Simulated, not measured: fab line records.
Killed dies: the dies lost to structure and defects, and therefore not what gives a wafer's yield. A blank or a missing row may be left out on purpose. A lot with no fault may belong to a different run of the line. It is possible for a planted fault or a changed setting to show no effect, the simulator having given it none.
Which tool did it? -- flow gf180mcu -- 11 lots, 33 wafers sampled, at 3 steps of a route of 602

WHAT EACH GAUGE READ, for each wafer
GF_M1_RS_MEAS_05: uses a four-point probe to measure.
lot,measured,on,M1_ALCU_RS (ohm/sq)
L406,day 16 04:55,film metro-01,0.0694 0.0691 0.0698
L407,day 16 11:51,film metro-02,0.0690 0.0710 0.0693
L408,day 16 22:30,film metro-02,0.0702 0.0700 0.0712
L410,day 17 18:05,film metro-02,0.0689 0.0694 0.0702
L411,day 18 02:56,film metro-03,0.0694 0.0686 0.0681
L415,day 19 22:07,film metro-03,0.0695 0.0565 0.0694
L418,day 20 18:59,film metro-02,0.0570 0.0687 0.0697
L421,day 21 21:14,film metro-01,0.0688 0.0689 0.0699
L426,day 23 12:54,film metro-03,0.0704 0.0694 0.0692
L428,day 23 21:55,film metro-02,0.0695 0.0686 0.0679
L429,day 24 07:20,film metro-01,0.0694 0.0701 0.0696

WHAT TOOL EACH LOT RAN ON (gives the tool, then ch and the chambers of the sampled wafers, and finally the start)
lot,GF_CONTACT_CMP_04,GF_M1_SPUTTER_02
L406,"cmp-02 ch 0,1, day 15 04:55","pvd sputter-03, day 16 04:50"
L407,"cmp-01 ch 0,1,3, day 15 11:38","pvd sputter-04, day 16 11:46"
L408,"cmp-01 ch 1,2,3, day 15 22:08","pvd sputter-02, day 16 22:23"
L410,"cmp-02 ch 0,1, day 16 17:34","pvd sputter-03, day 17 18:00"
L411,"cmp-01 ch 0,1,2, day 17 02:12","pvd sputter-03, day 18 02:50"
L415,"cmp-02 ch 0,1,2, day 18 19:43","pvd sputter-03, day 19 22:02"
L418,"cmp-01 ch 0,1,3, day 19 16:53","pvd sputter-03, day 20 18:53"
L421,"cmp-01 ch 0,1,3, day 20 19:42","pvd sputter-02, day 21 21:09"
L426,"cmp-02 ch 2,3, day 22 12:05","pvd sputter-02, day 23 12:49"
L428,"cmp-01 ch 0,1,2, day 22 21:35","pvd sputter-04, day 23 21:49"
L429,"cmp-02 ch 0,1,2, day 23 06:39","pvd sputter-02, day 24 07:14"
- GF_CONTACT_CMP_04: polishes SiO2.
- GF_M1_SPUTTER_02: material AlCu, target thk 450 nm, time 23.9 s.

THE ANSWER, worked out from the rows above alone
Rule: the lots themselves supply what counts as usual. The widest of any qualifying gaps counts: lots, ordered by their means at a reading, are off when they make up no more than a third of the lots, leave a main group of 4 or more, and stand apart from it by 3 or more times the standard deviation of that group's means. A main group whose means are all the same, to the digits that the tables above print for the reading, isn't used. A lot without any number at a reading at which 4 lots or more have one is off too. The other lots that the step has rows for count as sound.
Off: L415, L418, at GF_M1_RS_MEAS_05 (M1_ALCU_RS). Mean 0.0695 ohm/sq and standard deviation 0.00053 in the main group.
A tool fits if, at a process step before that reading, it ran every lot that is off, and no sound lot after the first of them. Those tools and the gauges at GF_M1_RS_MEAS_05 are tried in the same way. One fits: GF_M1_SPUTTER_02 on pvd sputter-03. Its last sound lot is L411 (day 18 02:50), its first lot that is off L415 (day 19 22:02): a fault that began between those two fits.

WHAT HAD BEEN PUT IN BY THE SIMULATOR
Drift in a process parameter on pvd sputter-03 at GF_M1_SPUTTER_02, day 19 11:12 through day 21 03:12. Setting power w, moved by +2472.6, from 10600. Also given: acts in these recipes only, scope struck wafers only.
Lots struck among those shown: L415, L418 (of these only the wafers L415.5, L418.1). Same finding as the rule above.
